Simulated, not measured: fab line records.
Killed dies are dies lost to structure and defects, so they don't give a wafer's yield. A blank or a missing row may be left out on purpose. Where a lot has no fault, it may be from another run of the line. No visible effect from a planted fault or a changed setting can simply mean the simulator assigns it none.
A lot that was struck, set against a sound lot + flow gf180mcu + 17 steps out of a route of 602
Sound: wafers L345.1, L345.2, L345.6. Struck: wafer L353.4 (left out: L353.2, a lot-mate that was not struck); the cause follows at the end.
Per side, at each step with rows, come the tool, then ch with its chambers, and then its first start. Under that, the readings that differ: sound wafers + struck wafers + difference of the means + sigmas: that difference in standard deviations of wafers without a fault.
alike: readings with means less than 2 such deviations apart, plus words and numbers identical on both sides. not compared: withheld readings, readings lacking a value on some wafer, bounds such as >300 that could conceal the same value, and numbers that have no deviation in the record and whose values overlap.
A row with sigmas, a row that says differs or no value, or rows on one side alone: a step with any of these is where the two part. Non-overlapping numbers with no deviation appear without sigmas and do not part them. A reading that every wafer of one side lacks parts them only if that side has two wafers or more.

first, 1 step without rows for these wafers: GF_STI_OXIDATION_01 (stabilise 600 s, purge 300 s, target thk 10 nm).
GF_STI_THK_MEAS_02:
  struck on film-metro-03, day 4 09:31; sound on film-metro-01, day 2 17:31
  alike: STI_OXIDATION_THK
then, 1 step without rows for these wafers: GF_STI_CVD_03 (deposits Si3N4 from DCS/NH3, target thk 207.16 nm, time 3551 s).
GF_STI_THK_MEAS_04:
  struck on film-metro-02, day 4 11:34; sound on film-metro-03, day 2 19:34
  alike: STI_CVD_03_THK
then, 7 steps without rows for these wafers: GF_STI_DEHYDRATE_05 (time 60 s); GF_STI_HMDS_06 (prime time 60 s); GF_STI_COAT_07 (resist thk 700 nm); GF_STI_SOFTBAKE_08 (time 60 s); GF_STI_EXPOSE_09 (exposes mask COMP, target cd 220 nm); GF_STI_PEB_10 (peb time 90 s); GF_STI_DEVELOP_11 (develop time 60 s).
GF_STI_CD_MEAS_12: the cd target is 220 nm.
  struck on cd-sem-01, day 5 01:44; sound on cd-sem-01, day 3 08:03
  alike: cd-nm
GF_STI_ETCH_13: etches the open film in CHF3/O2, stops on Si, target depth 282.31 nm, time 112.9 s.
  sound on rie-diel-04 ch 1,2,3, day 3 08:10; struck on rie-diel-04 ch 1, day 5 01:50
| reading                              | sound             | struck  | difference | sigmas |
|--------------------------------------|-------------------|---------|------------|--------|
| oes-product-au (a.u.)                | 0.847 0.840 0.827 | 0.759   | -0.079     | -12    |
| over-etch-frac                       | 0.3 0.3 0.3       | 0.53305 | +0.23305   |        |
| model.KrF_of_STI_COAT_07.thk-nm (nm) | 443.4 437.1 436.3 | 395.9   | -43.0      |        |
  alike: chf3-flow-sccm, drypump-motor-current-A, throttle-valve-pct
  not compared: rf-hours-counter-h
GF_STI_ETCH_14: etches Si in HBr/Cl2/O2, target depth 360 nm, time 102.9 s.
  sound on rie-si-01 ch 0,2,3, day 3 08:15; struck on rie-si-02 ch 1, day 5 01:55
| reading                              | sound                | struck | difference | sigmas |
|--------------------------------------|----------------------|--------|------------|--------|
| oes-product-au (a.u.)                | 0.999 0.988 0.985    | 1.012  | +0.021     | +2     |
| throttle-valve-pct (%)               | 25.648 25.679 25.651 | 25.636 | -0.023     | -2     |
| model.KrF_of_STI_COAT_07.thk-nm (nm) | 325.2 318.2 318.1    | 273.9  | -46.6      |        |
  alike: drypump-motor-current-A, he-backside-leak-sccm
  not compared: rf-hours-counter-h
GF_STI_STRIP_15: strips in O2/N2.
  sound on plasma-asher-01 ch 0,1, day 3 08:19; struck on plasma-asher-04 ch 1, day 5 01:59
| reading                      | sound             | struck | difference | sigmas |
|------------------------------|-------------------|--------|------------|--------|
| oes-product-au (a.u.)        | 0.388 0.382 0.382 | 0.363  | -0.021     | -4     |
| strip-time-to-endpoint-s (s) | 3.78 3.71 3.72    | 3.23   | -0.51      | -12    |
  alike: drypump-motor-current-A, heater-power-w, n2-flow-sccm
  not compared: rf-hours-counter-h
then, 1 step without rows for these wafers: GF_STI_CLEAN_16 (cleans in dHF, time 25 s).
GF_PASSIVATION_PROBE_99:
  the record holds rows for the sound wafers here (prober-01, day 30 18:34) but none for the struck ones

## WHERE THEY PART
Earliest at GF_STI_ETCH_13; latest, in this record, at GF_PASSIVATION_PROBE_99.

WHY: what had been put in by the simulator
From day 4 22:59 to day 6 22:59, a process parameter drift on rie-diel-04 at GF_STI_ETCH_13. A move of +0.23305 in setting over-etch-frac, from 0.3. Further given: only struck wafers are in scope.
